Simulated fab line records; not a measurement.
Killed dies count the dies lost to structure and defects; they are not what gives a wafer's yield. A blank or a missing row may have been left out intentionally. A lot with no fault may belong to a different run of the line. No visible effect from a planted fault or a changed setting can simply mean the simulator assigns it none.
Comparing a struck lot with a sound one -- flow sfq-line -- 42 out of 325 route steps
Sound: these wafers, L904.2, L904.3, L904.4. Struck: wafers L910.1, L910.3, L910.5. The cause comes at the end.
At each step with rows: each side's tool, then ch and its chambers, then its first start. Under that, the readings that differ: sound wafers -- struck wafers -- difference of the means -- sigmas: that difference in standard deviations of wafers without a fault.
alike: a reading whose means differ by less than 2 such deviations, as well as words and numbers matching on both sides. not compared: withheld readings; readings where some wafer has no value; bounds like >300 that might hide an equal value; numbers whose values overlap and for which the record gives no deviation.
A row with sigmas, a row that says differs or no value, or rows on one side alone: a step with any of these is where the two part. Numbers that don't overlap but have no deviation are shown without sigmas and don't part them. A reading that every wafer of one side lacks parts them only if that side has two wafers or more.

first, 6 steps without rows for these wafers: SFQ_TRILAYER_M6_LITHO_COAT_164 (resist thk 62 nm); SFQ_TRILAYER_M6_LITHO_COAT_159 (resist thk 600 nm); SFQ_TRILAYER_M6_LITHO_SOFTBAKE_163; SFQ_TRILAYER_M6_LITHO_EXPOSE_160 (exposes mask M6, target cd 500 nm); SFQ_TRILAYER_M6_LITHO_PEB_162 (peb time 60 s); SFQ_TRILAYER_M6_LITHO_DEVELOP_161 (time 60 s).
SFQ_M6_OVL_MEAS_940:
  sound on overlay-02, day 78 12:01; struck on overlay-01, day 79 23:14
  alike: M6_OVL
SFQ_TRILAYER_M6_BARC_OPEN_METAL_ETCH_206: etches BARC in O2, target depth 125 nm, time 41.7 s.
  sound on rie-metal-04 ch 0,1, day 78 12:02; struck on rie-metal-04 ch 0, day 79 23:16
  alike: drypump-motor-current-A, oes-product-au
  not compared: rf-hours-counter-h
SFQ_TRILAYER_M6_ETCH_METAL_ETCH_162: etches Nb in Cl2/Ar, stops on SiO2, target depth 240 nm, time 120 s.
  sound on rie-metal-04 ch 0,1, day 78 12:06; struck on rie-metal-04 ch 0, day 79 23:19
  alike: drypump-motor-current-A, oes-product-au
  not compared: rf-hours-counter-h
then, 3 steps without rows for these wafers: SFQ_TRILAYER_M6_STRIP_STRIP_163 (strips in O2); SFQ_TRILAYER_M6_STRIP_SOLV_CLEAN_164 (cleans in NMP, time 600 s); SFQ_TRILAYER_I6_DEP_PECVD_165 (deposits SiO2 from SiH4/N2O, time 111.11 s, target thk 500 nm).
SFQ_TRILAYER_I6_CMP_CMP_166: polishes SiO2.
  sound on cmp-01 ch 0,1,3, day 78 15:34; struck on cmp-01 ch 2,3, day 80 03:34
  no value came back on the struck wafers for any of 5 readings (edge-zone-pressure-frac, head-pressure-psi (psi) and others); on the sound wafers edge-zone-pressure-frac reads 1.010 1.008 1.000
reading,sound,struck,difference,sigmas
model.SiO2_of_TRILAYER_I6_DEP_PECVD_165.thk-nm (nm),202.2 198.7 199.9,498.7 496.8 509.4,+301.4,
SFQ_I6_BOW_MEAS_941:
  sound on film-metro-02, day 78 18:35; struck on film-metro-02, day 80 06:34
  alike: I6_BOW
SFQ_TRILAYER_I6_METRO_MEASURE_167:
  sound on film-metro-02, day 78 18:53; struck on film-metro-02, day 80 06:41
reading,sound,struck,difference,sigmas
thk-nm (nm),202.1 198.7 199.8,498.6 496.8 509.3,+301.4,+99 or more
then, 6 steps without rows for these wafers: SFQ_TRILAYER_I6_VIA_LITHO_COAT_174 (resist thk 61.66 nm); SFQ_TRILAYER_I6_VIA_LITHO_COAT_169 (resist thk 650 nm); SFQ_TRILAYER_I6_VIA_LITHO_SOFTBAKE_173; SFQ_TRILAYER_I6_VIA_LITHO_EXPOSE_170 (exposes mask I6, target cd 700 nm); SFQ_TRILAYER_I6_VIA_LITHO_PEB_172 (peb time 60 s); SFQ_TRILAYER_I6_VIA_LITHO_DEVELOP_171 (time 60 s).
-- the record jumps here: 4 days lie between the struck wafers' starts before and after --
SFQ_I6_OVL_MEAS_942:
  sound on overlay-01, day 78 22:13; struck on overlay-01, day 83 23:51
  alike: I6_OVL
SFQ_TRILAYER_I6_VIA_BARC_OPEN_VIA_ETCH_235: etches BARC in O2, target depth 125 nm, time 41.7 s.
  sound on rie-diel-02 ch 0,2,3, day 78 22:14; struck on rie-diel-04 ch 1,2, day 83 23:53
  alike: drypump-motor-current-A, oes-product-au
  not compared: rf-hours-counter-h
SFQ_TRILAYER_I6_VIA_ETCH_VIA_ETCH_172: etches SiO2 in CHF3, stops on Nb, target depth 260 nm.
  sound on rie-diel-02 ch 0,2,3, day 78 22:17; struck on rie-diel-04 ch 1,2, day 83 23:56
reading,sound,struck,difference,sigmas
oes-product-au (a.u.),0.865 0.858 0.853,1.608 1.580 1.595,+0.736,+99 or more
model.etch.depth-nm (nm),202.2 198.7 199.9,254.8 252.5 253.5,+53.3,
model.I6.feature-depth-nm (nm),202.2 198.7 199.9,254.8 252.5 253.5,+53.3,
  alike: drypump-motor-current-A
SFQ_TRILAYER_I6_VIA_STRIP_STRIP_173: strips in O2.
  sound on rie-metal-04 ch 0, day 78 22:36; struck on rie-metal-01 ch 1, day 84 00:02
  alike: drypump-motor-current-A, oes-product-au
  not compared: rf-hours-counter-h
then, 1 step without rows for these wafers: SFQ_TRILAYER_I6_VIA_STRIP_SOLV_CLEAN_174 (cleans in NMP, time 600 s).
SFQ_TRILAYER_M7_DEP_PRE_CLEAN_176: time 22.5 s.
  sound on pvd-sputter-04, day 78 23:46; struck on pvd-sputter-06, day 84 01:25
reading,sound,struck,difference,sigmas
model.SiO2_of_TRILAYER_I6_DEP_PECVD_165.thk-nm (nm),194.7 191.2 192.4,491.2 489.3 501.9,+301.4,
then, 1 step without rows for these wafers: SFQ_TRILAYER_M7_DEP_SPUTTER_175 (material Nb, target thk 200 nm, time 133.3 s).
SFQ_M7_RS_MEAS_943: a four-point-probe measurement.
  sound on film-metro-03, day 78 23:55; struck on film-metro-03, day 84 01:32
  alike: M7_NB_RS
then, 6 steps without rows for these wafers: SFQ_TRILAYER_M7_LITHO_COAT_182 (resist thk 62 nm); SFQ_TRILAYER_M7_LITHO_COAT_177 (resist thk 600 nm); SFQ_TRILAYER_M7_LITHO_SOFTBAKE_181; SFQ_TRILAYER_M7_LITHO_EXPOSE_178 (exposes mask M7, target cd 500 nm); SFQ_TRILAYER_M7_LITHO_PEB_180 (peb time 60 s); SFQ_TRILAYER_M7_LITHO_DEVELOP_179 (time 60 s).
-- the record jumps here: 3 days lie between the struck wafers' starts before and after --
SFQ_M7_OVL_MEAS_945:
  sound on overlay-01, day 79 20:50; struck on overlay-01, day 87 05:16
  alike: M7_OVL
SFQ_TRILAYER_M7_BARC_OPEN_METAL_ETCH_229: etches BARC in O2, target depth 125 nm, time 41.7 s.
  sound on rie-metal-01 ch 0,1, day 79 20:52; struck on rie-metal-02 ch 0, day 87 05:17
  alike: drypump-motor-current-A, oes-product-au
  not compared: rf-hours-counter-h
then, 4 steps without rows for these wafers: SFQ_TRILAYER_M7_ETCH_METAL_ETCH_180 (etches Nb in Cl2/Ar, stops on SiO2, target depth 240 nm, time 120 s); SFQ_TRILAYER_M7_STRIP_STRIP_181 (strips in O2); SFQ_TRILAYER_M7_STRIP_SOLV_CLEAN_182 (cleans in NMP, time 600 s); SFQ_TRILAYER_I7_DEP_PECVD_183 (deposits SiO2 from SiH4/N2O, time 113.9 s, target thk 500 nm).
-- the record jumps here: 4 days lie between the struck wafers' starts before and after --
SFQ_M8_BOW_MEAS_951:
  sound on film-metro-04, day 84 05:37; struck on film-metro-03, day 91 03:12
reading,sound,struck,difference,sigmas
model.etest.i6.link-ohm,1.882 1.854 1.872,1e+06 1e+06 1e+06,+1e+06,
  alike: M8_BOW

WHERE THEY PART
At SFQ_TRILAYER_I6_CMP_CMP_166 first; at SFQ_TRILAYER_I6_VIA_ETCH_VIA_ETCH_172 last (within this record only). Later steps at which nothing parts them and some readings are alike: SFQ_TRILAYER_I6_VIA_STRIP_STRIP_173, SFQ_M7_RS_MEAS_943, SFQ_M7_OVL_MEAS_945, SFQ_TRILAYER_M7_BARC_OPEN_METAL_ETCH_229, SFQ_M8_BOW_MEAS_951.

WHY: what had been put in by the simulator
Step skipped in full: cmp-01, at SFQ_TRILAYER_I6_CMP_CMP_166, from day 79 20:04 onward. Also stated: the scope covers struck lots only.
